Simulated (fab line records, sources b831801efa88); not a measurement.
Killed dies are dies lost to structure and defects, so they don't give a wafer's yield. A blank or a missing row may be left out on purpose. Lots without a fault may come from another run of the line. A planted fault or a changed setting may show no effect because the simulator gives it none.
fab line records | flow gf180mcu
record lots=5 wafers=15 last_day=34
route steps=602 shown STI@12 DNWELL@32 NWELL@42
lots that met no fault: from a run of the same line without faults
start_h: hours from the record's first day to the start of the lot's first wafer shown | wait_h: hours since the lot's step before | " the same as in the row above | L1.1+2: a row that stands for several wafers | - no value, or no start given | * or withheld: withheld | < > ~ a bound
route shown NAME@n: a module of which the file shows steps, and the number in the route of the first | usual: mean/standard deviation of fault-free wafers | same: alike in all rows | chamber/n: place in a boat | sites: the reading at each site | _std_site: their standard deviation | _edge_site: outer sites' mean less inner sites' | radius_mm: how far each site lies from the wafer's centre | mask NAME#n: copy n | behind: the tool/chamber that last shaped the wafer | hold: why the lot was held/for how many hours/how that ended | device: the transistor (n, p or np) that didn't switch | end of line: the same wafers' tests at the end of the route | a step without rows: its recipe alone | killed: dies lost to structure and defects at the first sort, not the wafer's yield | map: a wafer's dies, x killed, . not, _ none there
set.NAME: the setting as run; set.NAME@STEP: as run at that earlier step | model.NAME: the simulator's own value behind a step, which no gauge read
lots at some steps of the route; a table a step, a row a wafer
services: from which hour (start_h, from the record's first day; less than 0 if before it) a tool's chamber was out of use, for how many hours, and why
## steps
# step GF_STI_DEVELOP_11
# recipe develop_time_s=60 dev_temp_c=21
# usual chill_plate_temp_C=23.01/0.11 developer_temp_C=20.96/0.1 resist_line_temp_C=22.97/0.099
# same develop_time_s=60
# columns lot.wafer tool chamber start_h wait_h chill_plate_temp_C developer_temp_C resist_line_temp_C
L075.2 litho_track-03 0 30.40 0.2 22.81 20.72 22.94
L075.3 " 0 " " 22.88 21.02 23.06
L075.4 " 0 " " 22.78 20.99 23.02
L079.1 litho_track-03 0 51.87 0.2 22.99 21.04 22.93
L079.4 " 0 " " 22.86 21.10 22.98
L079.6 " 0 " " 22.91 20.94 23.09
L094.1 litho_track-03 0 128.72 0.2 23.25 21.08 22.83
L094.3 " 0 " " 23.05 20.91 22.88
L094.5 " 0 " " 22.93 21.30 22.94
L095.2 litho_track-01 0 132.84 0.2 22.79 21.04 22.82
L095.4 " 0 " " 22.81 21.24 22.93
L095.6 " 0 " " 23.03 21.04 22.98
L097.2 litho_track-01 0 144.84 0.2 22.99 20.98 22.85
L097.4 " 0 " " 22.91 20.88 22.97
L097.6 " 0 " " 22.90 20.81 22.86
# step GF_STI_CD_MEAS_12
# recipe target_cd_nm=220
# usual cd_nm=220.2/1.2
# columns lot.wafer tool chamber start_h wait_h cd_nm
L075.2 cd_sem-02 - 30.54 0.1 221.5
L075.3 " - " " 220.6
L075.4 " - " " 219.7
L079.1 cd_sem-02 - 52.02 0.1 219.1
L079.4 " - " " 220.5
L079.6 " - " " 220.3
L094.1 cd_sem-02 - 128.87 0.1 218.4
L094.3 " - " " 220.0
L094.5 " - " " 218.6
L095.2 cd_sem-01 - 132.99 0.1 219.7
L095.4 " - " " 220.5
L095.6 " - " " 220.4
L097.2 cd_sem-02 - 144.99 0.1 220.8
L097.4 " - " " 220.7
L097.6 " - " " 220.8
# step GF_STI_ETCH_13
# recipe chemistry=CHF3/O2 stop_on=Si over_etch_frac=0.3 target_depth_a=2823.1 source_w=600 bias_w=200 pressure_mtorr=40 chf3_flow_sccm=50 O2_flow_sccm=5 time_s=112.9
# usual chamber_pressure_mTorr=40.00/0.034 drypump_motor_current_A=5.6/0.47 oes_product_au=0.835/0.006 throttle_valve_pct=8.812/0.0092
# columns lot.wafer tool chamber start_h wait_h chamber_pressure_mTorr drypump_motor_current_A oes_product_au rf_hours_counter_h throttle_valve_pct
L075.2 rie_diel-04 3 30.64 0.1 39.95 5.5 0.827 117 8.799
L075.3 " 0 " " 40.05 5.2 0.832 26 8.805
L075.4 " 1 " " 39.99 6.2 0.831 131 8.804
L079.1 rie_diel-02 3 52.14 0.1 40.04 5.8 0.829 108 8.820
L079.4 " 2 " " 40.03 5.0 0.839 166 8.820
L079.6 " 3 " " 40.00 5.7 0.840 - 8.800
L094.1 rie_diel-04 2 128.99 0.1 40.00 6.0 0.835 162 8.794
L094.3 " 0 " " 40.01 5.2 0.834 29 8.810
L094.5 " 3 " " 39.95 5.4 0.833 - 8.821
L095.2 rie_diel-02 1 133.09 0.1 40.07 4.7 0.833 51 8.807
L095.4 " 1 " " 39.98 4.7 0.834 - 8.815
L095.6 " 2 " " 40.02 5.0 0.832 - 8.806
L097.2 rie_diel-04 2 145.09 0.1 39.98 6.0 0.829 163 8.810
L097.4 " 0 " " 39.96 5.3 0.844 - 8.818
L097.6 " 1 " " 40.02 6.2 0.840 - 8.805
# step GF_STI_ETCH_14
# recipe target=Si chemistry=HBr/Cl2/O2 target_depth_nm=360 icp_w=600 bias_w=150 pressure_mtorr=15 HBr_flow_sccm=150 Cl2_flow_sccm=40 O2_flow_sccm=6 time_s=102.9
# usual chamber_pressure_mTorr=15.000/0.015 drypump_motor_current_A=5.77/0.27 oes_product_au=0.997/0.0093 throttle_valve_pct=25.659/0.0096
# columns lot.wafer tool chamber start_h wait_h chamber_pressure_mTorr drypump_motor_current_A oes_product_au rf_hours_counter_h throttle_valve_pct
L075.2 rie_si-02 2 30.72 0.0 14.983 5.57 0.992 7 25.662
L075.3 " 3 " " 14.975 5.92 0.992 2 25.657
L075.4 " 0 " " 15.030 6.17 0.997 - 25.645
L079.1 rie_si-01 1 52.22 0.0 15.002 5.70 1.006 0 25.654
L079.4 " 3 " " 14.972 5.71 1.012 82 25.656
L079.6 " 3 " " 14.995 5.73 1.004 - 25.661
L094.1 rie_si-02 0 129.07 0.0 15.011 6.13 1.001 103 25.652
L094.3 " 1 " " 15.023 5.76 0.997 19 25.659
L094.5 " 0 " " 14.973 6.11 0.994 - 25.653
L095.2 rie_si-02 1 133.17 0.0 15.003 5.75 0.992 19 25.661
L095.4 " 3 " " 15.019 5.91 0.990 3 25.675
L095.6 " 1 " " 14.978 5.75 0.999 - 25.656
L097.2 rie_si-02 1 145.16 0.0 14.994 5.75 0.996 19 25.652
L097.4 " 2 " " 14.971 5.56 0.992 8 25.657
L097.6 " 2 " " 14.988 5.59 0.992 - 25.669
# step GF_STI_STRIP_15
# recipe chemistry=O2/N2 power_w=1400 pressure_mtorr=1500 platen_temp_c=250 o2_flow_sccm=3000 n2_flow_sccm=300 overash_fraction=0.5
# usual chamber_pressure_mTorr=1500.1/1.2 drypump_motor_current_A=5.9/0.42 heater_power_w=338/41 oes_product_au=0.384/0.0051 platen_temp_c=250.02/0.18 strip_time_to_endpoint_s=3.72/0.052
# columns lot.wafer tool chamber start_h wait_h chamber_pressure_mTorr drypump_motor_current_A heater_power_w oes_product_au platen_temp_c rf_hours_counter_h strip_time_to_endpoint_s
L075.2 plasma_asher-04 1 30.79 0.0 1500.5 6.4 322 0.386 249.83 38 3.79
L075.3 " 0 " " 1501.7 5.1 328 0.396 249.96 - 3.80
L075.4 " 1 " " 1501.0 6.4 314 0.391 250.12 - 3.70
L079.1 plasma_asher-04 0 52.29 0.0 1501.3 5.1 321 0.384 250.34 40 3.78
L079.4 " 1 " " 1500.2 6.4 319 0.385 249.83 - 3.79
L079.6 " 1 " " 1501.1 6.4 325 0.390 249.97 - 3.81
L094.1 plasma_asher-02 0 129.14 0.0 1500.3 6.0 278 0.380 249.92 47 3.66
L094.3 " 0 " " 1499.6 6.0 286 0.380 249.67 - 3.78
L094.5 " 0 " " 1501.4 6.0 284 0.390 249.88 - 3.77
L095.2 plasma_asher-03 1 133.24 0.0 1502.5 6.3 412 0.392 250.11 1 3.75
L095.4 " 1 " " 1498.3 6.3 411 0.385 250.03 - 3.75
L095.6 " 1 " " 1499.6 6.3 400 0.379 250.00 - 3.80
L097.2 plasma_asher-02 0 145.24 0.0 1498.6 6.0 289 0.381 250.02 49 3.65
L097.4 " 1 " " 1501.7 5.9 337 0.390 250.04 - 3.75
L097.6 " 0 " " 1500.3 6.0 288 0.375 249.98 - 3.69
# step GF_STI_CLEAN_16
# recipe chemistry=dHF time_s=25 dilution=100:1
# columns lot.wafer tool chamber start_h wait_h
L075.2+3+4 wet_bench-03 3 30.89 0.1
L079.1+4+6 wet_bench-01 1 52.39 0.1
L094.1+3+5 wet_bench-01 2 129.24 0.1
L095.2+4+6 wet_bench-01 3 133.34 0.1
L097.2+4+6 wet_bench-02 2 145.34 0.1
# step GF_STI_WET_ETCH_17
# recipe chemistry=H3PO4 target_depth_nm=45 temp_c=160 target=Si3N4 time_s=514
# columns lot.wafer tool chamber start_h wait_h
L075.2+3+4 wet_bench-02 2 30.91 0.0
L079.1+4+6 wet_bench-02 0 52.41 0.0
L094.1+3+5 wet_bench-03 0 129.28 0.0
L095.2+4+6 wet_bench-02 1 133.36 0.0
L097.2+4+6 wet_bench-02 0 145.35 0.0
# step GF_STI_CLEAN_18
# recipe chemistry=SC1/SC2 mix=1:4:20 temp_c=70 time_s=150
# columns lot.wafer tool chamber start_h wait_h
L075.2+3+4 wet_bench-01 1 31.06 0.0
L079.1+4+6 wet_bench-01 3 52.56 0.0
L094.1+3+5 wet_bench-01 0 129.43 0.0
L095.2+4+6 wet_bench-03 0 133.51 0.0
L097.2+4+6 wet_bench-02 0 145.51 0.0
# step GF_STI_CLEAN_19
# recipe chemistry=dHF time_s=20 dilution=100:1
# columns lot.wafer tool chamber start_h wait_h
L075.2+3+4 wet_bench-03 3 31.11 0.0
L079.1+4+6 wet_bench-03 1 52.62 0.0
L094.1+3+5 wet_bench-02 2 129.54 0.0
L095.2+4+6 wet_bench-01 0 133.56 0.0
L097.2+4+6 wet_bench-01 2 145.56 0.0
# step GF_STI_WET_ETCH_20
# recipe chemistry=dHF dilution=100:1 target_depth_nm=20 temp_c=25 dry=ipa_marangoni target=SiO2 time_s=400
# columns lot.wafer tool chamber start_h wait_h
L075.2+3+4 wet_bench-02 1 31.13 0.0
L079.1+4+6 wet_bench-02 3 52.63 0.0
L094.1+3+5 wet_bench-03 2 129.55 0.0
L095.2+4+6 wet_bench-02 1 133.57 0.0
L097.2+4+6 wet_bench-02 1 145.57 0.0
# step GF_STI_OXIDATION_21
# recipe temp_c=1000 ambient=O2 stabilise_s=600 purge_s=300 target_thk_a=150 ox_time_s=458
# usual ox_temp_c=1000.0/0.42 ox_temp_c_max=1004.2/1 tube_center_temp_C=1000/0.085 zone_power_bottom_pct=34.8/2.8 zone_power_upper_pct=22.2/1.4
# columns lot.wafer tool chamber start_h wait_h ox_temp_c ox_temp_c_max tube_center_temp_C zone_power_bottom_pct zone_power_upper_pct
L075.2 furnace-01 0 31.95 0.7 1000.1 1003.3 1000.1 33.0 23.5
L075.3 " 0 " " 1000.3 1004.8 999.95 33.1 23.4
L075.4 " 0 " " 999.7 1004.3 999.96 33.0 23.3
L079.1 furnace-01 0 52.75 0.0 999.6 1004.4 1000.1 32.9 23.3
L079.4 " 0 " " 1000.5 1004.1 1000 32.1 23.3
L079.6 " 0 " " 1000.9 1004.4 1000.1 32.7 23.3
L094.1 furnace-01 0 129.67 0.0 999.6 1003.1 1000.1 32.6 23.2
L094.3 " 0 " " 999.5 1004.1 999.87 33.1 23.5
L094.5 " 0 " " 999.8 1004.3 1000 32.8 23.2
L095.2 furnace-02 0 134.38 0.7 1000.7 1005.4 1000.1 37.7 20.4
L095.4 " 0 " " 1000.1 1005.0 1000 38.7 20.3
L095.6 " 0 " " 1000.5 1006.2 999.94 38.9 20.5
L097.2 furnace-01 0 146.96 1.3 999.7 1003.0 999.99 32.5 23.1
L097.4 " 0 " " 1000.5 1004.2 1000 32.7 23.2
L097.6 " 0 " " 999.4 1003.0 1000 33.4 22.9
# step GF_STI_THK_MEAS_22
# recipe reads=SiO2_of_STI_OXIDATION_21
# usual STI_OXIDATION_01_THK=14.8/0.37
# columns lot.wafer tool chamber start_h wait_h STI_OXIDATION_01_THK[nm]
L075.2 film_metro-04 - 33.09 0.0 15.0
L075.3 " - " " 15.4
L075.4 " - " " 15.2
L079.1 film_metro-02 - 53.88 0.0 14.9
L079.4 " - " " 15.0
L079.6 " - " " 15.0
L094.1 film_metro-04 - 130.80 0.0 14.4
L094.3 " - " " 14.5
L094.5 " - " " 14.7
L095.2 film_metro-02 - 135.51 0.0 15.5
L095.4 " - " " 15.6
L095.6 " - " " 15.3
L097.2 film_metro-03 - 148.10 0.0 14.6
L097.4 " - " " 14.8
L097.6 " - " " 14.7
# step GF_STI_CVD_23
# recipe material=SiO2 target_thk_nm=650 sigma_open_frac=0.3 time_s=108.3 temp_c=600 sih4_flow_sccm=60 pressure_mtorr=6
# usual pressure_mtorr=5.999/0.012 sih4_flow_sccm=60.02/0.18
# columns lot.wafer tool chamber start_h wait_h pressure_mtorr sih4_flow_sccm
L075.2 hdpcvd-02 2 33.14 0.0 6.002 60.09
L075.3 " 1 " " 6.010 59.81
L075.4 " 2 " " 5.989 60.22
L079.1 hdpcvd-02 0 53.94 0.1 6.019 60.01
L079.4 " 1 " " 6.000 59.93
L079.6 " 0 " " 6.019 59.90
L094.1 hdpcvd-02 1 130.86 0.1 5.989 60.30
L094.3 " 0 " " 6.004 60.23
L094.5 " 1 " " 5.998 60.09
L095.2 hdpcvd-02 2 135.56 0.0 6.003 60.05
L095.4 " 2 " " 6.020 60.21
L095.6 " 0 " " 5.986 60.32
L097.2 hdpcvd-01 0 148.15 0.0 6.010 59.87
L097.4 " 2 " " 5.985 60.20
L097.6 " 0 " " 5.995 59.78
# step GF_STI_THK_MEAS_24
# recipe reads=SiO2_of_STI_CVD_23
# usual STI_CVD_23_THK=653/6.8
# columns lot.wafer tool chamber start_h wait_h STI_CVD_23_THK[nm]
L075.2 film_metro-03 - 33.26 0.1 662
L075.3 " - " " 661
L075.4 " - " " 651
L079.1 film_metro-04 - 54.01 0.0 655
L079.4 " - " " 648
L079.6 " - " " 655
L094.1 film_metro-03 - 130.93 0.0 651
L094.3 " - " " 645
L094.5 " - " " 646
L095.2 film_metro-04 - 135.65 0.0 634
L095.4 " - " " 638
L095.6 " - " " 641
L097.2 film_metro-02 - 148.23 0.0 663
L097.4 " - " " 660
L097.6 " - " " 665
# step GF_STI_CMP_25
# recipe stop_on=Si3N4 t_overpolish_s=33 down_force_psi=4 platen_rpm=60 target_thk_nm=524.6 pad_velocity_m_s=0.94248
# usual motor_current_A=12.0/1.6 overpolish_run_s=33.000/0.0089 time_to_endpoint_s=123/4.3
# columns lot.wafer tool chamber start_h wait_h motor_current_A overpolish_run_s time_to_endpoint_s
L075.2 cmp-02 2 33.31 0.0 10.8 32.996 131
L075.3 " 3 " " 13.4 32.992 135
L075.4 " 0 " " 9.9 32.992 131
L079.1 cmp-01 1 54.12 0.1 13.5 33.001 124
L079.4 " 3 " " 12.9 33.010 121
L079.6 " 0 " " 9.8 33.001 128
L094.1 cmp-02 2 131.17 0.2 10.5 32.997 122
L094.3 " 3 " " 13.1 32.978 123
L094.5 " 0 " " 9.5 32.990 125
L095.4 cmp-01 1 135.75 0.1 12.9 33.010 120
L095.2 " 2 " " 11.6 33.005 115
L095.6 " 0 " " 10.2 33.003 121
L097.4 cmp-01 0 148.56 0.3 10.3 33.003 128
L097.2 " 2 " " 11.8 32.995 123
L097.6 " 3 " " 13.3 32.997 125
# step GF_STI_WET_ETCH_26
# recipe chemistry=dHF target_depth_nm=94 target=SiO2 temp_c=25 dilution=10:1 time_s=188
# columns lot.wafer tool chamber start_h wait_h
L075.2+3+4 wet_bench-03 1 33.61 0.2
L079.1+4+6 wet_bench-02 3 54.37 0.2
L094.1+3+5 wet_bench-03 0 131.37 0.1
L095.2+4+6 wet_bench-03 0 136.00 0.1
L097.2+4+6 wet_bench-03 3 148.81 0.1
# step GF_STI_WET_ETCH_27
# recipe chemistry=H3PO4 target_depth_nm=160 target=Si3N4 temp_c=160 time_s=1825
# columns lot.wafer tool chamber start_h wait_h
L075.2+3+4 wet_bench-01 0 33.67 0.0
L079.1+4+6 wet_bench-01 1 54.43 0.0
L094.1+3+5 wet_bench-02 1 131.43 0.0
L095.2+4+6 wet_bench-02 2 136.06 0.0
L097.2+4+6 wet_bench-03 2 148.87 0.0
# step GF_STI_WET_ETCH_28
# recipe chemistry=dHF target_depth_nm=20 dry=ipa_marangoni target=SiO2 temp_c=25 dilution=10:1 time_s=40
# columns lot.wafer tool chamber start_h wait_h
L075.2+3+4 wet_bench-03 1 34.19 0.0
L079.1+4+6 wet_bench-02 2 55.00 0.0
L094.1+3+5 wet_bench-03 3 131.94 0.0
L095.2+4+6 wet_bench-01 0 136.58 0.0
L097.2+4+6 wet_bench-02 1 149.44 0.0
# step GF_STI_OXIDATION_29
# recipe temp_c=900 ambient=O2 stabilise_s=600 purge_s=300 target_thk_a=100 ox_time_s=1418
# usual ox_temp_c=900.1/0.36 ox_temp_c_max=904.0/0.93 tube_center_temp_C=900/0.086 zone_power_bottom_pct=27.7/2.2 zone_power_upper_pct=17.4/1.1
# columns lot.wafer tool chamber start_h wait_h ox_temp_c ox_temp_c_max tube_center_temp_C zone_power_bottom_pct zone_power_upper_pct
L075.2 furnace-01 0 34.33 0.1 900.6 904.6 900 25.8 18.1
L075.3 " 0 " " 900.2 904.1 899.95 26.3 18.6
L075.4 " 0 " " 900.6 904.1 899.96 26.0 18.0
L079.1 furnace-01 0 55.02 0.0 899.6 903.2 900.05 26.3 18.2
L079.4 " 0 " " 899.4 902.2 900.12 25.8 18.2
L079.6 " 0 " " 899.6 902.6 900.14 25.7 18.4
L094.1 furnace-01 0 132.24 0.3 900.1 903.0 900.06 25.5 18.1
L094.3 " 0 " " 900.3 903.5 899.99 26.0 18.5
L094.5 " 0 " " 900.0 905.2 900.02 26.2 18.4
L095.2 furnace-01 0 136.60 0.0 899.3 902.4 899.94 25.8 18.5
L095.4 " 0 " " 899.8 902.8 900.05 25.8 18.3
L095.6 " 0 " " 899.7 904.1 899.99 26.3 18.5
L097.2 furnace-01 0 149.64 0.2 899.7 905.2 900.04 25.8 18.2
L097.4 " 0 " " 900.3 905.0 899.95 26.1 18.2
L097.6 " 0 " " 900.5 903.4 900.05 26.0 18.0
# step GF_STI_THK_MEAS_30
# recipe reads=SiO2_of_STI_OXIDATION_29
# usual STI_OXIDATION_02_THK=9.91/0.19
# columns lot.wafer tool chamber start_h wait_h STI_OXIDATION_02_THK[nm]
L075.2 film_metro-03 - 35.73 0.0 10.00
L075.3 " - " " 9.96
L075.4 " - " " 10.10
L079.1 film_metro-04 - 56.41 0.0 9.50
L079.4 " - " " 9.51
L079.6 " - " " 9.53
L094.1 film_metro-02 - 133.64 0.0 9.79
L094.3 " - " " 9.75
L094.5 " - " " 9.78
L095.2 film_metro-04 - 138.00 0.0 9.42
L095.4 " - " " 9.87
L095.6 " - " " 9.58
L097.2 film_metro-03 - 151.04 0.0 9.84
L097.4 " - " " 9.90
L097.6 " - " " 9.91
# step GF_DNWELL_DEHYDRATE_00
# recipe temp_c=200 time_s=60
# usual chill_plate_temp_C=23.02/0.1 resist_line_temp_C=22.98/0.11
# columns lot.wafer tool chamber start_h wait_h chill_plate_temp_C resist_line_temp_C
L075.2 litho_track-04 0 41.53 5.8 23.08 22.73
L075.3 " 0 " " 23.07 22.93
L075.4 " 0 " " 23.20 23.01
L079.1 litho_track-02 0 62.40 6.0 22.96 23.14
L079.4 " 0 " " 22.98 23.13
L079.6 " 0 " " 23.00 23.09
L094.1 litho_track-02 0 140.35 6.7 23.03 22.88
L094.3 " 0 " " 23.11 22.96
L094.5 " 0 " " 22.91 22.90
L095.2 litho_track-04 0 145.03 7.0 23.13 22.90
L095.4 " 0 " " 23.05 22.93
L095.6 " 0 " " 23.18 22.84
L097.2 litho_track-02 0 158.12 7.1 22.95 23.02
L097.4 " 0 " " 23.06 22.98
L097.6 " 0 " " 22.89 22.89
# step GF_DNWELL_HMDS_01
# recipe prime_time_s=60 prime_temp_c=120
# usual chill_plate_temp_C=23.02/0.097 resist_line_temp_C=22.98/0.1
# columns lot.wafer tool chamber start_h wait_h chill_plate_temp_C resist_line_temp_C
L075.2 litho_track-04 0 41.68 0.1 23.07 23.08
L075.3 " 0 " " 23.06 22.98
L075.4 " 0 " " 22.88 23.21
L079.1 litho_track-02 0 62.55 0.1 23.12 22.90
L079.4 " 0 " " 23.00 22.86
L079.6 " 0 " " 23.23 22.96
L094.1 litho_track-02 0 140.50 0.1 23.26 23.01
L094.3 " 0 " " 23.06 23.02
L094.5 " 0 " " 23.23 22.81
L095.2 litho_track-04 0 145.18 0.1 23.09 22.82
L095.4 " 0 " " 23.09 22.92
L095.6 " 0 " " 23.07 23.01
L097.2 litho_track-02 0 158.27 0.1 23.03 22.80
L097.4 " 0 " " 22.93 22.85
L097.6 " 0 " " 22.95 22.94
# step GF_DNWELL_COAT_02
# recipe spin_rpm=2000 resist_thk_nm=3000
# usual chill_plate_temp_C=23.02/0.1 resist_line_temp_C=22.98/0.11 spin_speed_rpm=2000.0/1.3
# columns lot.wafer tool chamber start_h wait_h chill_plate_temp_C resist_line_temp_C spin_speed_rpm
L075.2 litho_track-04 0 41.83 0.1 23.19 22.87 2001.5
L075.3 " 0 " " 23.24 22.96 2000.6
L075.4 " 0 " " 23.09 22.87 2000.7
L079.1 litho_track-02 0 62.70 0.1 23.09 23.12 2001.2
L079.4 " 0 " " 23.06 23.25 1996.8
L079.6 " 0 " " 22.93 23.11 1998.4
L094.1 litho_track-02 0 140.65 0.1 22.72 23.08 1998.8
L094.3 " 0 " " 22.93 23.15 2000.1
L094.5 " 0 " " 22.85 23.13 1997.0
L095.2 litho_track-04 0 145.33 0.1 23.09 22.94 2000.5
L095.4 " 0 " " 23.03 22.96 2000.0
L095.6 " 0 " " 23.17 23.07 1998.8
L097.2 litho_track-02 0 158.42 0.1 23.05 23.09 2002.7
L097.4 " 0 " " 23.01 23.12 2001.8
L097.6 " 0 " " 23.12 23.13 1999.7
# step GF_DNWELL_SOFTBAKE_03
# recipe temp_c=110 time_s=withheld
# usual chill_plate_temp_C=23.00/0.1 resist_line_temp_C=23.01/0.11
# columns lot.wafer tool chamber start_h wait_h chill_plate_temp_C resist_line_temp_C
L075.2 litho_track-04 0 41.99 0.1 23.11 23.06
L075.3 " 0 " " 22.94 23.12
L075.4 " 0 " " 23.12 23.15
L079.1 litho_track-02 0 62.85 0.1 22.97 23.12
L079.4 " 0 " " 23.03 23.18
L079.6 " 0 " " 23.01 23.02
L094.1 litho_track-02 0 140.80 0.1 22.91 22.73
L094.3 " 0 " " 22.84 22.78
L094.5 " 0 " " 22.92 23.01
L095.2 litho_track-04 0 145.49 0.1 22.91 22.94
L095.4 " 0 " " 22.87 23.05
L095.6 " 0 " " 22.85 23.08
L097.2 litho_track-02 0 158.58 0.1 23.01 22.94
L097.4 " 0 " " 22.98 23.21
L097.6 " 0 " " 23.06 22.91
# step GF_DNWELL_EXPOSE_04
# recipe mask_id=DNWELL target_cd_nm=1700 na=0.6 source_shape=conventional sigma_outer=0.6 dose_mj=260
# columns lot.wafer tool chamber start_h wait_h mask
L075.2+3+4 iline_stepper-02 0 - - DNWELL#0
L079.1+4+6 iline_stepper-01 0 - - DNWELL#0
L094.1+3+5 iline_stepper-02 0 - - DNWELL#0
L095.2+4+6 iline_stepper-01 0 - - DNWELL#0
L097.2+4+6 iline_stepper-01 0 - - DNWELL#0
# step GF_DNWELL_PEB_05
# recipe temp_c=115 time_s=withheld
# usual chill_plate_temp_C=23.01/0.099 resist_line_temp_C=22.97/0.11
# columns lot.wafer tool chamber start_h wait_h chill_plate_temp_C resist_line_temp_C
L075.2 litho_track-02 0 - - 23.03 23.01
L075.3 " 0 " " 23.05 23.09
L075.4 " 0 " " 23.17 23.05
L079.1 litho_track-02 0 - - 23.00 22.90
L079.4 " 0 " " 23.10 22.87
L079.6 " 0 " " 23.08 22.98
L094.1 litho_track-03 0 - - 22.99 23.17
L094.3 " 0 " " 23.11 23.29
L094.5 " 0 " " 22.95 22.98
L095.2 litho_track-04 0 - - 23.05 23.08
L095.4 " 0 " " 22.91 23.12
L095.6 " 0 " " 22.99 22.99
L097.2 litho_track-04 0 - - 23.04 23.05
L097.4 " 0 " " 22.93 23.11
L097.6 " 0 " " 23.05 23.09
# step GF_DNWELL_DEVELOP_06
# recipe wall_angle_deg=90 develop_time_s=60 dev_temp_c=23
# usual chill_plate_temp_C=23.01/0.11 developer_temp_C=22.99/0.096 resist_line_temp_C=23.00/0.11
# same develop_time_s=60
# columns lot.wafer tool chamber start_h wait_h chill_plate_temp_C developer_temp_C resist_line_temp_C
L075.2 litho_track-02 0 - - 22.97 22.97 23.03
L075.3 " 0 " " 23.03 23.06 23.10
L075.4 " 0 " " 22.94 23.03 23.15
L079.1 litho_track-02 0 - - 23.03 22.97 23.02
L079.4 " 0 " " 23.03 22.86 23.01
L079.6 " 0 " " 23.17 22.92 23.07
L094.1 litho_track-03 0 - - 23.05 23.00 23.02
L094.3 " 0 " " 22.92 23.07 23.10
L094.5 " 0 " " 23.01 23.08 23.20
L095.2 litho_track-04 0 - - 22.77 22.96 23.06
L095.4 " 0 " " 23.08 23.04 23.11
L095.6 " 0 " " 22.77 23.10 22.98
L097.2 litho_track-04 0 - - 23.16 22.91 22.69
L097.4 " 0 " " 23.07 22.90 22.80
L097.6 " 0 " " 22.94 23.02 22.84
# step GF_DNWELL_IMPLANT_07
# recipe species=P energy_kev=1500 dose_cm2=1e+13 tilt_deg=0
# columns lot.wafer tool chamber start_h wait_h
L075.2+3+4 implanter-02 0 48.57 -
L079.1+4+6 implanter-02 0 69.05 -
L094.1+3+5 implanter-01 0 148.62 -
L095.2+4+6 implanter-01 0 153.08 -
L097.2+4+6 implanter-01 0 166.83 -
# step GF_DNWELL_STRIP_08
# recipe chemistry=O2/N2 power_w=1400 pressure_mtorr=1500 platen_temp_c=250 o2_flow_sccm=3000 n2_flow_sccm=300 overash_fraction=0.5
# usual chamber_pressure_mTorr=1500.0/1.5 drypump_motor_current_A=5.8/0.43 heater_power_w=324/28 oes_product_au=0.722/0.0047 platen_temp_c=249.98/0.17 strip_time_to_endpoint_s=36.96/0.11
# columns lot.wafer tool chamber start_h wait_h chamber_pressure_mTorr drypump_motor_current_A heater_power_w oes_product_au platen_temp_c rf_hours_counter_h strip_time_to_endpoint_s
L075.2 plasma_asher-01 0 48.70 0.1 1500.9 5.5 382 0.727 249.88 22 37.03
L075.3 " 1 " " 1500.2 5.7 321 0.722 249.94 - 36.97
L075.4 " 0 " " 1500.6 5.5 378 0.721 250.09 - 36.97
L079.1 plasma_asher-04 0 69.20 0.1 1500.9 5.1 328 0.717 250.07 42 36.79
L079.4 " 1 " " 1498.4 6.4 316 0.723 249.99 - 36.80
L079.6 " 1 " " 1500.1 6.4 319 0.725 250.17 - 36.80
L094.1 plasma_asher-01 0 148.77 0.1 1500.0 5.5 381 0.719 249.73 33 36.92
L094.3 " 1 " " 1499.4 5.8 306 0.722 249.76 - 36.89
L094.5 " 0 " " 1502.0 5.5 389 0.721 249.70 - 37.09
L095.2 plasma_asher-02 1 153.20 0.1 1498.6 6.0 349 0.714 249.92 50 36.89
L095.4 " 0 " " 1500.2 6.0 290 0.728 250.05 - 36.89
L095.6 " 0 " " 1499.5 6.0 276 0.719 250.06 - 37.02
L097.2 plasma_asher-04 0 166.95 0.1 1499.8 5.1 330 0.715 249.95 54 36.83
L097.4 " 0 " " 1497.0 5.1 323 0.725 250.15 - 36.78
L097.6 " 0 " " 1499.7 5.1 338 0.724 249.94 - 36.89
# step GF_DNWELL_TW_MEAS_09
# usual DNWELL_TW=1347/11
# columns lot.wafer tool chamber start_h wait_h DNWELL_TW
L075.2 film_metro-02 - 48.81 0.1 1366
L075.3 " - " " 1360
L075.4 " - " " 1364
L079.1 film_metro-01 - 69.30 0.1 1353
L079.4 " - " " 1364
L079.6 " - " " 1349
L094.1 film_metro-01 - 148.87 0.1 1333
L094.3 " - " " 1340
L094.5 " - " " 1343
L095.2 film_metro-03 - 153.31 0.1 1348
L095.4 " - " " 1340
L095.6 " - " " 1338
L097.2 film_metro-02 - 167.06 0.1 1362
L097.4 " - " " 1357
L097.6 " - " " 1359
# step GF_NWELL_DEHYDRATE_00
# recipe temp_c=200 time_s=60
# usual chill_plate_temp_C=23.01/0.11 resist_line_temp_C=23.01/0.091
# columns lot.wafer tool chamber start_h wait_h chill_plate_temp_C resist_line_temp_C
L075.2 litho_track-03 0 54.50 5.7 22.99 23.03
L075.3 " 0 " " 23.12 22.91
L075.4 " 0 " " 23.09 23.04
L079.1 litho_track-01 0 75.52 6.2 23.01 23.21
L079.4 " 0 " " 23.12 23.12
L079.6 " 0 " " 23.18 23.07
L094.1 litho_track-03 0 155.42 6.5 23.11 22.88
L094.3 " 0 " " 23.11 22.88
L094.5 " 0 " " 22.97 23.05
L095.2 litho_track-01 0 161.04 7.7 23.13 23.12
L095.4 " 0 " " 23.08 23.06
L095.6 " 0 " " 22.98 23.09
L097.2 litho_track-03 0 174.79 7.7 23.18 23.06
L097.4 " 0 " " 23.24 23.04
L097.6 " 0 " " 23.16 22.94
## services
# columns tool chamber start_h hours kind
rie_si-02 1 8.58 70.4 repair
rie_si-02 2 20.58 4.0 repair
rie_diel-02 1 20.64 14.8 repair
cmp-01 - 21.25 4.7 pm
hdpcvd-02 0 28.48 18.4 repair
iline_stepper-01 - 38.51 0.8 pm
iline_stepper-01 - 39.26 1.7 pm
cmp-02 - 43.98 5.8 repair
plasma_asher-04 - 46.86 3.6 repair
cmp-01 - 46.97 0.5 repair
iline_stepper-02 - 62.91 2.1 pm
rie_diel-04 2 67.01 2.0 repair
cmp-01 - 74.92 4.4 repair
rie_diel-04 1 75.57 68.3 repair
implanter-01 - 76.95 4.4 pm
furnace-01 - 92.94 4.8 pm
implanter-01 - 115.10 2.5 repair
rie_diel-04 3 115.59 8.5 repair
cmp-01 - 116.18 3.0 repair
rie_diel-04 3 129.66 16.0 repair
furnace-01 - 156.95 6.7 repair
hdpcvd-02 0 167.58 9.9 repair
hdpcvd-02 2 167.70 4.3 repair
rie_diel-04 0 173.38 26.9 repair
## key
fault none
